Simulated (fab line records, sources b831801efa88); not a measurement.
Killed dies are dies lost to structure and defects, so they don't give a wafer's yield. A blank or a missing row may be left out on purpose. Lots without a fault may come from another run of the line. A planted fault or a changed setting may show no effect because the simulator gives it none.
fab line records | flow gf180mcu
record lots=13 wafers=39 last_day=34
route steps=602 shown STI@1 PSD@261 NSD@262 V1@340
lots that met no fault: from a run of the same line without faults
start_h: hours from the record's first day to the start of the lot's first wafer shown | wait_h: hours since the lot's step before | " the same as in the row above | L1.1+2: a row that stands for several wafers | - no value, or no start given | * or withheld: withheld | < > ~ a bound
route shown NAME@n: a module of which the file shows steps, and the number in the route of the first | usual: mean/standard deviation of fault-free wafers | same: alike in all rows | chamber/n: place in a boat | sites: the reading at each site | _std_site: their standard deviation | _edge_site: outer sites' mean less inner sites' | radius_mm: how far each site lies from the wafer's centre | mask NAME#n: copy n | behind: the tool/chamber that last shaped the wafer | hold: why the lot was held/for how many hours/how that ended | device: the transistor (n, p or np) that didn't switch | end of line: the same wafers' tests at the end of the route | a step without rows: its recipe alone | killed: dies lost to structure and defects at the first sort, not the wafer's yield | map: a wafer's dies, x killed, . not, _ none there
set.NAME: the setting as run; set.NAME@STEP: as run at that earlier step | model.NAME: the simulator's own value behind a step, which no gauge read
steps of the route over a sample of lots; a table a step, a row a wafer
services: from which hour (start_h, from the record's first day; less than 0 if before it) a tool's chamber was out of use, for how many hours, and why
## steps
# step GF_STI_BOW_MEAS_00
# recipe mode=bow
# usual INCOMING_BOW=0/6.9
# columns lot.wafer tool chamber start_h wait_h INCOMING_BOW[um]
L591.4 film_metro-02 - 15.06 - -2
L591.5 " - " " -6
L591.6 " - " " 1
L592.2 film_metro-03 - 20.02 - -7
L592.3 " - " " 6
L592.5 " - " " 5
L593.2 film_metro-02 - 25.02 - -3
L593.3 " - " " -9
L593.6 " - " " -5
L595.2 film_metro-03 - 35.02 - 5
L595.3 " - " " -3
L595.6 " - " " -3
L596.1 film_metro-01 - 40.00 - -7
L596.2 " - " " -1
L596.4 " - " " 5
L603.2 film_metro-01 - 75.02 - 11
L603.4 " - " " -7
L603.6 " - " " -8
L604.1 film_metro-03 - 80.00 - 13
L604.4 " - " " 10
L604.6 " - " " 0
L605.1 film_metro-02 - 85.00 - -8
L605.2 " - " " -5
L605.4 " - " " 4
L606.1 film_metro-03 - 90.00 - 1
L606.3 " - " " 4
L606.5 " - " " 1
L607.2 film_metro-01 - 95.02 - 8
L607.3 " - " " 8
L607.4 " - " " 4
L609.2 film_metro-02 - 105.02 - 14
L609.4 " - " " -4
L609.5 " - " " 5
L611.2 film_metro-01 - 115.02 - 7
L611.4 " - " " -9
L611.6 " - " " -2
L613.1 film_metro-03 - 125.00 - -1
L613.3 " - " " 0
L613.5 " - " " 3
# step GF_PSD_RTA_13
# recipe temp_c=1025 time_s=20 ambient=N2
# usual lamp_power_pct=38.0/0.84 run_length_s=49.1/0.5 wafer_temp_C_max=1030.0/1
# columns lot.wafer tool chamber start_h wait_h lamp_power_pct run_length_s wafer_temp_C_max
L591.4 rtp_anneal-02 0 322.23 0.0 39.3 48.6 1031.4
L591.5 " 0 " " 39.2 49.0 1031.0
L591.6 " 0 " " 39.2 48.6 1029.6
L592.2 rtp_anneal-01 0 333.46 0.0 37.4 49.1 1030.9
L592.3 " 0 " " 37.5 49.2 1029.2
L592.5 " 0 " " 37.5 49.3 1029.4
L593.2 rtp_anneal-01 0 339.31 0.0 37.4 49.1 1027.0
L593.3 " 0 " " 37.4 48.9 1029.1
L593.6 " 0 " " 37.5 49.0 1029.2
L595.2 rtp_anneal-01 0 355.72 0.0 37.5 51.4 1030.1
L595.3 " 0 " " 37.5 65.2 1030.7
L595.6 " 0 " " 37.4 65.1 1030.9
L596.1 rtp_anneal-01 0 366.71 0.0 37.4 63.3 1030.8
L596.2 " 0 " " 37.5 49.1 1028.9
L596.4 " 0 " " 37.5 48.9 1029.2
L603.2 rtp_anneal-01 0 434.42 0.0 37.5 48.9 1028.8
L603.4 " 0 " " 37.4 49.0 1030.6
L603.6 " 0 " " 37.5 49.0 1030.0
L604.1 rtp_anneal-01 0 442.86 0.0 37.4 49.0 1030.2
L604.4 " 0 " " 37.4 48.8 1030.5
L604.6 " 0 " " 37.5 49.0 1031.2
L605.1 rtp_anneal-01 0 455.14 0.0 37.5 49.2 1030.2
L605.2 " 0 " " 37.4 48.9 1029.1
L605.4 " 0 " " 37.5 49.0 1030.7
L606.1 rtp_anneal-01 0 464.06 0.0 37.5 49.1 1029.8
L606.3 " 0 " " 37.4 49.5 1030.6
L606.5 " 0 " " 37.4 49.2 1031.2
L607.2 rtp_anneal-01 0 475.37 0.0 37.4 49.4 1030.2
L607.3 " 0 " " 37.4 48.9 1030.4
L607.4 " 0 " " 37.4 49.0 1029.1
L609.2 rtp_anneal-02 0 489.90 0.0 39.3 48.6 1027.6
L609.4 " 0 " " 39.2 48.9 1029.1
L609.5 " 0 " " 39.3 48.8 1030.2
L611.2 rtp_anneal-02 0 504.12 0.0 39.2 48.7 1029.6
L611.4 " 0 " " 39.3 48.8 1032.1
L611.6 " 0 " " 39.2 49.2 1029.1
L613.1 rtp_anneal-02 0 512.51 0.0 39.2 48.7 1029.9
L613.3 " 0 " " 39.3 48.9 1030.6
L613.5 " 0 " " 39.3 48.7 1028.9
# step GF_PSD_RS_MEAS_14
# recipe thk_meas_gauge=four-point-probe
# usual NSD_RS=46.19/0.096
# columns lot.wafer tool chamber start_h wait_h NSD_RS[ohm/sq]
L591.4 film_metro-01 - 322.34 0.1 46.27
L591.5 " - " " 46.26
L591.6 " - " " 46.27
L592.2 film_metro-04 - 333.55 0.1 46.20
L592.3 " - " " 46.12
L592.5 " - " " 46.06
L593.2 film_metro-03 - 339.40 0.1 46.27
L593.3 " - " " 46.29
L593.6 " - " " 46.23
L595.2 film_metro-04 - 355.88 0.1 46.14
L595.3 " - " " 43.27
L595.6 " - " " 43.47
L596.1 film_metro-03 - 366.79 0.1 43.43
L596.2 " - " " 46.30
L596.4 " - " " 46.19
L603.2 film_metro-04 - 434.51 0.1 46.27
L603.4 " - " " 46.21
L603.6 " - " " 46.23
L604.1 film_metro-03 - 442.94 0.1 46.18
L604.4 " - " " 46.23
L604.6 " - " " 46.37
L605.1 film_metro-03 - 455.22 0.1 46.09
L605.2 " - " " 46.16
L605.4 " - " " 46.09
L606.1 film_metro-03 - 464.14 0.1 46.16
L606.3 " - " " 46.28
L606.5 " - " " 46.23
L607.2 film_metro-04 - 475.46 0.1 46.08
L607.3 " - " " 46.04
L607.4 " - " " 46.17
L609.2 film_metro-01 - 489.99 0.1 46.36
L609.4 " - " " 46.31
L609.5 " - " " 46.26
L611.2 film_metro-01 - 504.21 0.1 46.20
L611.4 " - " " 46.17
L611.6 " - " " 46.19
L613.1 film_metro-03 - 512.59 0.1 46.24
L613.3 " - " " 46.26
L613.5 " - " " 46.28
# step GF_PSD_RS_MEAS_15
# recipe thk_meas_gauge=four-point-probe
# usual PSD_RS=108.7/0.32
# columns lot.wafer tool chamber start_h wait_h PSD_RS[ohm/sq]
L591.4 film_metro-01 - 322.46 0.1 109.0
L591.5 " - " " 109.0
L591.6 " - " " 109.0
L592.2 film_metro-04 - 333.67 0.1 108.4
L592.3 " - " " 108.4
L592.5 " - " " 108.2
L593.2 film_metro-03 - 339.52 0.1 109.0
L593.3 " - " " 108.9
L593.6 " - " " 108.7
L595.2 film_metro-04 - 356.00 0.1 108.4
L595.3 " - " " 103.1
L595.6 " - " " 103.3
L596.1 film_metro-03 - 366.91 0.1 103.5
L596.2 " - " " 108.7
L596.4 " - " " 109.0
L603.2 film_metro-04 - 434.63 0.1 109.0
L603.4 " - " " 108.9
L603.6 " - " " 109.0
L604.1 film_metro-03 - 443.06 0.1 108.6
L604.4 " - " " 108.6
L604.6 " - " " 108.8
L605.1 film_metro-03 - 455.34 0.1 108.0
L605.2 " - " " 108.2
L605.4 " - " " 108.3
L606.1 film_metro-03 - 464.26 0.1 108.6
L606.3 " - " " 109.0
L606.5 " - " " 109.1
L607.2 film_metro-04 - 475.58 0.1 108.1
L607.3 " - " " 108.4
L607.4 " - " " 108.3
L609.2 film_metro-01 - 490.11 0.1 109.2
L609.4 " - " " 109.0
L609.5 " - " " 108.9
L611.2 film_metro-01 - 504.33 0.1 108.5
L611.4 " - " " 108.8
L611.6 " - " " 108.9
L613.1 film_metro-03 - 512.71 0.1 108.6
L613.3 " - " " 109.0
L613.5 " - " " 109.0
# step GF_V1_BOW_MEAS_05
# recipe mode=bow
# usual V1_BOW=81/7.9
# columns lot.wafer tool chamber start_h wait_h V1_BOW[um]
L591.4 film_metro-03 - 391.24 0.2 80
L591.5 " - " " 76
L591.6 " - " " 85
L592.2 film_metro-03 - 402.15 0.2 77
L592.3 " - " " 92
L592.5 " - " " 90
L593.2 film_metro-01 - 409.33 0.3 74
L593.3 " - " " 71
L593.6 " - " " 73
L595.2 film_metro-03 - 428.70 0.3 89
L595.3 " - " " 82
L595.6 " - " " 83
L596.1 film_metro-03 - 441.74 0.1 79
L596.2 " - " " 83
L596.4 " - " " 89
L603.2 film_metro-01 - 510.76 0.3 96
L603.4 " - " " 77
L603.6 " - " " 76
L604.1 film_metro-01 - 519.01 0.1 91
L604.4 " - " " 90
L604.6 " - " " 79
L605.1 film_metro-03 - 529.94 0.2 73
L605.2 " - " " 77
L605.4 " - " " 85
L606.1 film_metro-02 - 539.23 0.2 77
L606.3 " - " " 80
L606.5 " - " " 78
L607.2 film_metro-01 - 550.14 0.2 84
L607.3 " - " " 83
L607.4 " - " " 78
L609.2 film_metro-01 - 563.48 0.1 95
L609.4 " - " " 78
L609.5 " - " " 86
L611.2 film_metro-03 - 576.42 0.1 81
L611.4 " - " " 64
L611.6 " - " " 72
L613.1 film_metro-02 - 584.67 0.1 81
L613.3 " - " " 80
L613.5 " - " " 85
# step GF_V1_SPUTTER_22
# recipe material=TiN target_thk_nm=10 chamber_pressure_pa=5 power_w=4000 time_s=40
# usual cathode_dc_power_W=4000.1/0.71 throttle_valve_pct=29.7/1.1
# columns lot.wafer tool chamber start_h wait_h cathode_dc_power_W throttle_valve_pct
L591.4 pvd_sputter-04 - 415.17 0.0 4001.5 29.2
L591.5 " - " " 3999.7 30.3
L591.6 " - " " 3999.5 29.4
L592.2 pvd_sputter-03 - 426.72 0.0 4002.2 28.7
L592.3 " - " " 4001.6 30.1
L592.5 " - " " 3999.5 27.7
L593.2 pvd_sputter-02 - 434.49 0.0 3999.9 30.9
L593.3 " - " " 4000.5 32.0
L593.6 " - " " 3999.4 30.5
L595.2 pvd_sputter-04 - 454.22 0.0 4000.7 30.3
L595.3 " - " " 4000.9 29.5
L595.6 " - " " 4000.1 29.4
L596.1 pvd_sputter-03 - 467.02 0.0 3999.2 27.6
L596.2 " - " " 4001.1 30.2
L596.4 " - " " 3999.9 28.2
L603.2 pvd_sputter-04 - 534.57 0.0 3999.5 29.7
L603.4 " - " " 4000.4 29.6
L603.6 " - " " 3999.8 29.7
L604.1 pvd_sputter-04 - 542.75 0.0 4000.7 29.4
L604.4 " - " " 3998.6 30.2
L604.6 " - " " 3999.9 29.3
L605.1 pvd_sputter-03 - 553.82 0.0 4001.5 29.9
L605.2 " - " " 3999.8 30.4
L605.4 " - " " 3999.5 27.7
L606.1 pvd_sputter-02 - 562.45 0.0 4000.3 30.6
L606.3 " - " " 4000.3 30.7
L606.5 " - " " 4000.1 30.7
L607.2 pvd_sputter-02 - 573.27 0.0 3999.8 30.6
L607.3 " - " " 3999.6 30.6
L607.4 " - " " 3999.9 30.5
L609.2 pvd_sputter-03 - 585.80 0.0 3999.9 30.0
L609.4 " - " " 3999.2 30.3
L609.5 " - " " 3999.8 30.2
L611.2 pvd_sputter-04 - 598.71 0.0 4001.0 28.4
L611.4 " - " " 3999.8 30.0
L611.6 " - " " 3999.1 29.6
L613.1 pvd_sputter-02 - 607.01 0.0 3999.6 30.9
L613.3 " - " " 4000.9 32.0
L613.5 " - " " 3999.8 32.3
## services
# columns tool chamber start_h hours kind
pvd_sputter-04 - 324.12 12.7 repair
pvd_sputter-04 - 435.01 12.1 repair
pvd_sputter-02 - 457.48 4.7 repair
pvd_sputter-04 - 458.59 4.8 repair
pvd_sputter-03 - 468.37 1.3 repair
pvd_sputter-03 - 468.52 1.4 repair
pvd_sputter-02 0 498.25 - consumable_replace:kit
pvd_sputter-02 0 498.25 18.0 scheduled_down
pvd_sputter-02 0 498.25 18.0 vent_cycle
pvd_sputter-04 2 499.20 - consumable_replace:kit
pvd_sputter-04 2 499.20 18.0 scheduled_down
pvd_sputter-04 2 499.20 18.0 vent_cycle
pvd_sputter-03 - 531.60 3.2 repair
pvd_sputter-02 - 543.39 2.8 repair
rtp_anneal-01 - 558.44 27.7 pm
pvd_sputter-02 - 567.98 2.4 repair
rtp_anneal-02 - 586.17 5.3 pm
pvd_sputter-04 - 603.30 2.9 repair
## key
first_sign step=GF_PSD_RTA_13 reading=run_length_s direction=up sigmas=31 usual=* struck=*
effect step=GF_PSD_RS_MEAS_14 reading=NSD_RS direction=down sigmas=29 usual=46.19 struck=43.39
effect step=GF_PSD_RS_MEAS_15 reading=PSD_RS direction=down sigmas=17 usual=108.7 struck=103.3
met_at GF_PSD_RTA_13
struck_lots L595,L596
struck_wafers L595.3,L595.6,L596.1
tester_left_out L595,L596
not_acting_at GF_STI_BOW_MEAS_00,GF_V1_BOW_MEAS_05,GF_V1_SPUTTER_22
onset_between 339.31 355.72
fault kind=process_parameter_drift tool=rtp_anneal-01 chamber=- onset_h=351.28 steps=GF_PSD_RTA_13 channel=time_s offset=* shape=step end_h=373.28 scope=struck_wafers_only acts_in=* stated=*
# tester_left_out: of these lots the tester's yield and bins aren't shown, on N5 and GAA mostly nor the transistor test; their killed dies are dies lost to structure and defects alone, not to doping, threshold or leakage, so they don't give the yield
